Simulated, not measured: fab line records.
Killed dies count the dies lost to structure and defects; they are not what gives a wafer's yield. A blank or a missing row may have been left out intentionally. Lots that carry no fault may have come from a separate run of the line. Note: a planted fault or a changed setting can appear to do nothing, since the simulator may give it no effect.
fab line records + flow sky130
record:
- lots: 13
- wafers: 39
- last_day: 49
route steps=708 shown NWELL@81 VT_ADJUST_NCORE@126 LDD_N@249
lots that met no fault: from a run of the same line without faults
start_h: hours from the record's first day to the start of the lot's first wafer shown + wait_h: time in hours since the lot's previous step + " the same as in the row above + L1.1+2: several wafers, shown together as one row + - no value, or no start was given + * or withheld: withheld + < > ~ a bound
route shown NAME@n: NAME is a module with steps in the file, n the number in the route of the first one + usual: the fault-free wafers' mean and standard deviation + same: alike in all rows + chamber/n: place in a boat + sites: the reading at each site + _std_site: the standard deviation of these + _edge_site: the outer-site mean with the inner-site mean subtracted + radius_mm: for every site, how far away it sits from the centre of the wafer + mask NAME#n: copy n + behind: the last tool/chamber to shape the wafer + hold: why the lot went on hold/how many hours it stayed there/how the hold came to an end + device: names the non-switching transistor (n, p or np) + end of line: tests of these same wafers at the route's end + for a step that has no rows: nothing shown but its recipe + killed: the dies lost at the first sort to structure and to defects; this is not the yield of the wafer + map: dies across one wafer; x = killed, . = not, _ = none there
set.NAME: setting as actually run; set.NAME@STEP: the setting as run at that earlier step + model.NAME: the simulator's own value behind a step, which no gauge read
the route's steps for a sample of lots (tables are steps, rows are wafers)
services: the hour from which a tool's chamber was out of use, counted from the record's first day as start_h (under 0 if before that day), plus the number of hours and why
== steps ==
step: SKY_NWELL_RTA_28
recipe:
- temp_c: 1050
- time_s: 30
- idle_temp_c: 650
- ramp_up_c_per_s: 150
- ramp_down_c_per_s: 90
- ambient: N2
usual:
- chamber_o2_ppm: 1.994/0.022
- lamp_power_pct: 25.31/0.053
- wafer_temp_C_max: 1054.9/0.93
| lot.wafer | tool          | chamber | start_h | wait_h | chamber_o2_ppm | lamp_power_pct | wafer_temp_C_max |
|-----------|---------------|---------|---------|--------|----------------|----------------|------------------|
| L230.1    | rtp_anneal-02 | 0       | 100.41  | 0.0    | 2.025          | 25.28          | 1055.0           |
| L230.4    | "             | 0       | "       | "      | 1.997          | 25.36          | 1053.4           |
| L230.5    | "             | 0       | "       | "      | 2.011          | 25.34          | 1054.9           |
| L231.1    | rtp_anneal-01 | 0       | 105.60  | 0.0    | 1.960          | 25.37          | 1053.9           |
| L231.4    | "             | 0       | "       | "      | 1.969          | 25.33          | 1054.3           |
| L231.5    | "             | 0       | "       | "      | 1.965          | 25.25          | 1056.5           |
| L232.2    | rtp_anneal-01 | 0       | 116.13  | 0.0    | 1.954          | 25.29          | 1054.5           |
| L232.5    | "             | 0       | "       | "      | 1.997          | 25.36          | 1055.4           |
| L232.6    | "             | 0       | "       | "      | 1.974          | 25.36          | 1055.5           |
| L233.1    | rtp_anneal-02 | 0       | 122.36  | 0.0    | 2.009          | 25.39          | 1056.1           |
| L233.2    | "             | 0       | "       | "      | 2.019          | 25.29          | 1057.4           |
| L233.3    | "             | 0       | "       | "      | 1.999          | 25.32          | 1055.8           |
| L234.2    | rtp_anneal-01 | 0       | 127.77  | 0.0    | 1.974          | 25.26          | 1054.9           |
| L234.5    | "             | 0       | "       | "      | 1.986          | 25.33          | 1056.7           |
| L234.6    | "             | 0       | "       | "      | 1.979          | 25.24          | 1054.8           |
| L235.1    | rtp_anneal-02 | 0       | 132.15  | 0.0    | 1.996          | 25.30          | 1055.0           |
| L235.3    | "             | 0       | "       | "      | 1.996          | 25.38          | 1055.7           |
| L235.6    | "             | 0       | "       | "      | 1.972          | 25.31          | 1056.3           |
| L237.1    | rtp_anneal-02 | 0       | 149.36  | 0.0    | 1.981          | 25.35          | 1055.9           |
| L237.2    | "             | 0       | "       | "      | 2.056          | 25.30          | 1056.1           |
| L237.5    | "             | 0       | "       | "      | 2.026          | 25.25          | 1056.0           |
| L238.3    | rtp_anneal-01 | 0       | 153.28  | 0.0    | 1.975          | 25.25          | 1054.8           |
| L238.4    | "             | 0       | "       | "      | 1.982          | 25.36          | 1053.9           |
| L238.5    | "             | 0       | "       | "      | 1.972          | 25.31          | 1055.8           |
| L239.1    | rtp_anneal-02 | 0       | 160.36  | 0.0    | 2.001          | 25.25          | 1054.4           |
| L239.4    | "             | 0       | "       | "      | 1.985          | 25.27          | 1055.0           |
| L239.6    | "             | 0       | "       | "      | 2.002          | 25.33          | 1054.7           |
| L246.1    | rtp_anneal-01 | 0       | 202.34  | 0.0    | 2.016          | 25.24          | 1055.4           |
| L246.4    | "             | 0       | "       | "      | 1.978          | 25.25          | 1054.7           |
| L246.5    | "             | 0       | "       | "      | 2.009          | 25.37          | 1054.5           |
| L247.1    | rtp_anneal-02 | 0       | 205.00  | 0.0    | 1.998          | 25.31          | 1055.1           |
| L247.2    | "             | 0       | "       | "      | 1.977          | 25.31          | 1054.1           |
| L247.4    | "             | 0       | "       | "      | 2.000          | 25.25          | 1054.7           |
| L250.1    | rtp_anneal-02 | 0       | 224.05  | 0.0    | 1.999          | 25.15          | 1054.6           |
| L250.2    | "             | 0       | "       | "      | 2.005          | 25.30          | 1056.3           |
| L250.3    | "             | 0       | "       | "      | 2.016          | 25.32          | 1054.3           |
| L251.1    | rtp_anneal-01 | 0       | 229.39  | 0.0    | 1.977          | 25.27          | 1055.0           |
| L251.4    | "             | 0       | "       | "      | 2.022          | 25.22          | 1054.5           |
| L251.5    | "             | 0       | "       | "      | 1.982          | 25.30          | 1055.3           |
step: SKY_VT_ADJUST_NCORE_CD_MEAS_07
recipe:
- target_cd_nm: 380
usual:
- cd_nm: 380.0/2.2
| lot.wafer | tool      | chamber | start_h | wait_h | cd_nm |
|-----------|-----------|---------|---------|--------|-------|
| L230.1    | cd_sem-02 | -       | 178.16  | 0.1    | 378.9 |
| L230.4    | "         | -       | "       | "      | 375.1 |
| L230.5    | "         | -       | "       | "      | 378.7 |
| L231.1    | cd_sem-02 | -       | 184.61  | 0.1    | 380.0 |
| L231.4    | "         | -       | "       | "      | 382.1 |
| L231.5    | "         | -       | "       | "      | 383.1 |
| L232.2    | cd_sem-01 | -       | 197.93  | 0.1    | 380.1 |
| L232.5    | "         | -       | "       | "      | 381.7 |
| L232.6    | "         | -       | "       | "      | 382.1 |
| L233.1    | cd_sem-01 | -       | 203.06  | 0.1    | 384.7 |
| L233.2    | "         | -       | "       | "      | 382.0 |
| L233.3    | "         | -       | "       | "      | 381.6 |
| L234.2    | cd_sem-01 | -       | 209.33  | 0.1    | 376.9 |
| L234.5    | "         | -       | "       | "      | 378.0 |
| L234.6    | "         | -       | "       | "      | 376.2 |
| L235.1    | cd_sem-02 | -       | 214.91  | 0.1    | 376.7 |
| L235.3    | "         | -       | "       | "      | 377.9 |
| L235.6    | "         | -       | "       | "      | 376.4 |
| L237.1    | cd_sem-02 | -       | 235.45  | 0.1    | 381.7 |
| L237.2    | "         | -       | "       | "      | 385.5 |
| L237.5    | "         | -       | "       | "      | 382.9 |
| L238.3    | cd_sem-02 | -       | 239.80  | 0.1    | 381.5 |
| L238.4    | "         | -       | "       | "      | 380.4 |
| L238.5    | "         | -       | "       | "      | 382.5 |
| L239.1    | cd_sem-01 | -       | 249.26  | 0.1    | 378.8 |
| L239.4    | "         | -       | "       | "      | 379.2 |
| L239.6    | "         | -       | "       | "      | 379.8 |
| L246.1    | cd_sem-01 | -       | 297.86  | 0.1    | 379.4 |
| L246.4    | "         | -       | "       | "      | 379.1 |
| L246.5    | "         | -       | "       | "      | 381.0 |
| L247.1    | cd_sem-02 | -       | 301.06  | 0.1    | 379.3 |
| L247.2    | "         | -       | "       | "      | 379.0 |
| L247.4    | "         | -       | "       | "      | 378.8 |
| L250.1    | cd_sem-02 | -       | 323.71  | 0.1    | 382.1 |
| L250.2    | "         | -       | "       | "      | 380.1 |
| L250.3    | "         | -       | "       | "      | 381.8 |
| L251.1    | cd_sem-01 | -       | 329.42  | 0.1    | 379.1 |
| L251.4    | "         | -       | "       | "      | 379.5 |
| L251.5    | "         | -       | "       | "      | 378.5 |
step: SKY_VT_ADJUST_NCORE_OVL_MEAS_08
usual:
- VT_ADJUST_NCORE_OVL: 0.3/1.4
| lot.wafer | tool       | chamber | start_h | wait_h | VT_ADJUST_NCORE_OVL[nm] |
|-----------|------------|---------|---------|--------|-------------------------|
| L230.1    | overlay-02 | -       | 178.28  | 0.1    | -0.6                    |
| L230.4    | "          | -       | "       | "      | -0.9                    |
| L230.5    | "          | -       | "       | "      | -0.6                    |
| L231.1    | overlay-01 | -       | 184.73  | 0.1    | 1.3                     |
| L231.4    | "          | -       | "       | "      | 1.1                     |
| L231.5    | "          | -       | "       | "      | 2.7                     |
| L232.2    | overlay-01 | -       | 198.04  | 0.1    | 0.2                     |
| L232.5    | "          | -       | "       | "      | 0.3                     |
| L232.6    | "          | -       | "       | "      | -0.2                    |
| L233.1    | overlay-02 | -       | 203.18  | 0.1    | 1.4                     |
| L233.2    | "          | -       | "       | "      | 1.3                     |
| L233.3    | "          | -       | "       | "      | 0.6                     |
| L234.2    | overlay-02 | -       | 209.44  | 0.1    | 0.5                     |
| L234.5    | "          | -       | "       | "      | -1.5                    |
| L234.6    | "          | -       | "       | "      | -0.1                    |
| L235.1    | overlay-01 | -       | 215.03  | 0.1    | 2.3                     |
| L235.3    | "          | -       | "       | "      | 2.1                     |
| L235.6    | "          | -       | "       | "      | 0.0                     |
| L237.1    | overlay-02 | -       | 235.57  | 0.1    | -1.0                    |
| L237.2    | "          | -       | "       | "      | -0.2                    |
| L237.5    | "          | -       | "       | "      | -1.1                    |
| L238.3    | overlay-02 | -       | 239.89  | 0.1    | 1.4                     |
| L238.4    | "          | -       | "       | "      | 2.2                     |
| L238.5    | "          | -       | "       | "      | 1.2                     |
| L239.1    | overlay-01 | -       | 249.38  | 0.1    | -0.5                    |
| L239.4    | "          | -       | "       | "      | -1.6                    |
| L239.6    | "          | -       | "       | "      | -2.7                    |
| L246.1    | overlay-01 | -       | 297.98  | 0.1    | 0.8                     |
| L246.4    | "          | -       | "       | "      | 1.3                     |
| L246.5    | "          | -       | "       | "      | 2.5                     |
| L247.1    | overlay-02 | -       | 301.18  | 0.1    | 2.0                     |
| L247.2    | "          | -       | "       | "      | 0.5                     |
| L247.4    | "          | -       | "       | "      | 0.4                     |
| L250.1    | overlay-01 | -       | 323.83  | 0.1    | 2.1                     |
| L250.2    | "          | -       | "       | "      | -0.5                    |
| L250.3    | "          | -       | "       | "      | 2.0                     |
| L251.1    | overlay-02 | -       | 329.54  | 0.1    | -0.4                    |
| L251.4    | "          | -       | "       | "      | 0.8                     |
| L251.5    | "          | -       | "       | "      | -0.7                    |
step: SKY_LDD_N_IMPLANT_12
recipe:
- species: BF2
- energy_kev: 50
- dose_cm2: 5e+12
- tilt_deg: 30
- rotation_deg: 0
usual:
- dose_ions_cm2: 4.999e+12/5.4e+09
- faraday_current_uA: 28.2/0.54
| lot.wafer | tool         | chamber | start_h | wait_h | dose_ions_cm2 | faraday_current_uA |
|-----------|--------------|---------|---------|--------|---------------|--------------------|
| L230.1    | implanter-01 | 0       | 397.94  | 0.1    | 4.987e+12     | 27.7               |
| L230.4    | "            | 0       | "       | "      | 5.001e+12     | 28.7               |
| L230.5    | "            | 0       | "       | "      | 4.993e+12     | 28.5               |
| L231.1    | implanter-03 | 0       | 405.85  | 0.1    | 5.004e+12     | 27.9               |
| L231.4    | "            | 0       | "       | "      | 5.002e+12     | 27.7               |
| L231.5    | "            | 0       | "       | "      | 4.998e+12     | 28.7               |
| L232.2    | implanter-03 | 0       | 424.61  | 0.1    | 4.993e+12     | 26.9               |
| L232.5    | "            | 0       | "       | "      | 4.997e+12     | 28.1               |
| L232.6    | "            | 0       | "       | "      | 5.001e+12     | 29.2               |
| L233.1    | implanter-01 | 0       | 430.20  | 0.1    | 5.001e+12     | 27.4               |
| L233.2    | "            | 0       | "       | "      | 4.997e+12     | 27.7               |
| L233.3    | "            | 0       | "       | "      | 4.992e+12     | 28.3               |
| L234.2    | implanter-03 | 0       | 441.17  | 0.1    | 5.005e+12     | 28.2               |
| L234.5    | "            | 0       | "       | "      | 4.998e+12     | 29.2               |
| L234.6    | "            | 0       | "       | "      | 5.002e+12     | 28.3               |
| L235.1    | implanter-04 | 0       | 446.70  | 0.1    | 5.002e+12     | 27.7               |
| L235.3    | "            | 0       | "       | "      | 5.002e+12     | 27.9               |
| L235.6    | "            | 0       | "       | "      | 5.001e+12     | 28.1               |
| L237.1    | implanter-01 | 0       | 475.69  | 0.1    | 4.995e+12     | 27.6               |
| L237.2    | "            | 0       | "       | "      | 4.992e+12     | 28.2               |
| L237.5    | "            | 0       | "       | "      | 4.997e+12     | 28.7               |
| L238.3    | implanter-03 | 0       | 476.75  | 0.1    | 5.002e+12     | 27.3               |
| L238.4    | "            | 0       | "       | "      | 4.998e+12     | 28.0               |
| L238.5    | "            | 0       | "       | "      | 4.99e+12      | 27.9               |
| L239.1    | implanter-03 | 0       | 488.40  | 0.1    | 5e+12         | 28.3               |
| L239.4    | "            | 0       | "       | "      | 5.003e+12     | 27.9               |
| L239.6    | "            | 0       | "       | "      | 5.006e+12     | 28.0               |
| L246.1    | implanter-03 | 0       | 545.98  | 0.1    | 7.173e+12     | 38.6               |
| L246.4    | "            | 0       | "       | "      | 7.188e+12     | 39.0               |
| L246.5    | "            | 0       | "       | "      | 7.19e+12      | 40.6               |
| L247.1    | implanter-03 | 0       | 551.20  | 0.1    | 7.179e+12     | 41.4               |
| L247.2    | "            | 0       | "       | "      | 7.181e+12     | 40.1               |
| L247.4    | "            | 0       | "       | "      | 7.185e+12     | 40.6               |
| L250.1    | implanter-04 | 0       | 577.80  | 0.1    | 4.99e+12      | 28.2               |
| L250.2    | "            | 0       | "       | "      | 5e+12         | 28.4               |
| L250.3    | "            | 0       | "       | "      | 4.991e+12     | 28.2               |
| L251.1    | implanter-01 | 0       | 584.85  | 0.1    | 5e+12         | 27.7               |
| L251.4    | "            | 0       | "       | "      | 4.998e+12     | 27.3               |
| L251.5    | "            | 0       | "       | "      | 4.997e+12     | 29.0               |
== services ==
| tool          | chamber | start_h | hours | kind   |
|---------------|---------|---------|-------|--------|
| implanter-03  | -       | 126.77  | 1.8   | repair |
| implanter-04  | -       | 135.60  | 1.8   | repair |
| implanter-04  | -       | 160.68  | 4.0   | repair |
| implanter-03  | -       | 169.40  | 16.4  | pm     |
| implanter-01  | -       | 184.77  | 6.7   | repair |
| implanter-04  | -       | 200.25  | 2.2   | repair |
| implanter-03  | -       | 200.78  | 3.0   | repair |
| rtp_anneal-01 | -       | 250.70  | 3.3   | repair |
| implanter-01  | -       | 277.30  | 1.6   | repair |
| rtp_anneal-02 | -       | 303.64  | 6.3   | pm     |
| implanter-04  | -       | 307.20  | 4.0   | pm     |
| implanter-01  | -       | 311.24  | 13.7  | repair |
| implanter-03  | -       | 316.90  | 5.0   | repair |
| implanter-01  | -       | 369.07  | 5.0   | repair |
| implanter-03  | -       | 369.17  | 1.3   | repair |
| implanter-04  | -       | 469.93  | 3.1   | repair |
| implanter-03  | -       | 478.02  | 2.3   | pm     |
| implanter-01  | -       | 492.68  | 4.7   | pm     |
| implanter-03  | -       | 511.60  | 5.5   | repair |
| implanter-01  | -       | 535.63  | 1.9   | repair |
== key ==
first_sign:
- step: SKY_LDD_N_IMPLANT_12
- reading: dose_ions_cm2
- direction: up
- sigmas: 99+
- usual: *
- struck: *
effect:
- step: SKY_LDD_N_IMPLANT_12
- reading: faraday_current_uA
- direction: up
- sigmas: 22
- usual: 28.2
- struck: 40.1
met_at SKY_LDD_N_IMPLANT_12
struck_lots L246,L247
tester_left_out L246,L247
not_acting_at SKY_NWELL_RTA_28,SKY_VT_ADJUST_NCORE_CD_MEAS_07,SKY_VT_ADJUST_NCORE_OVL_MEAS_08
onset_between 488.40 545.98
fault:
- kind: process_parameter_drift
- tool: implanter-03
- chamber: -
- onset_h: 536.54
- steps: SKY_LDD_N_IMPLANT_12
- channel: dose_cm2
- offset: *
- shape: step
- end_h: 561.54
- acts_in: *
- stated: *
tester_left_out: of these lots the tester's yield and bins aren't shown, on N5 and GAA mostly nor the transistor test; their killed dies are dies lost to structure and defects alone, not to doping, threshold or leakage, so they don't give the yield
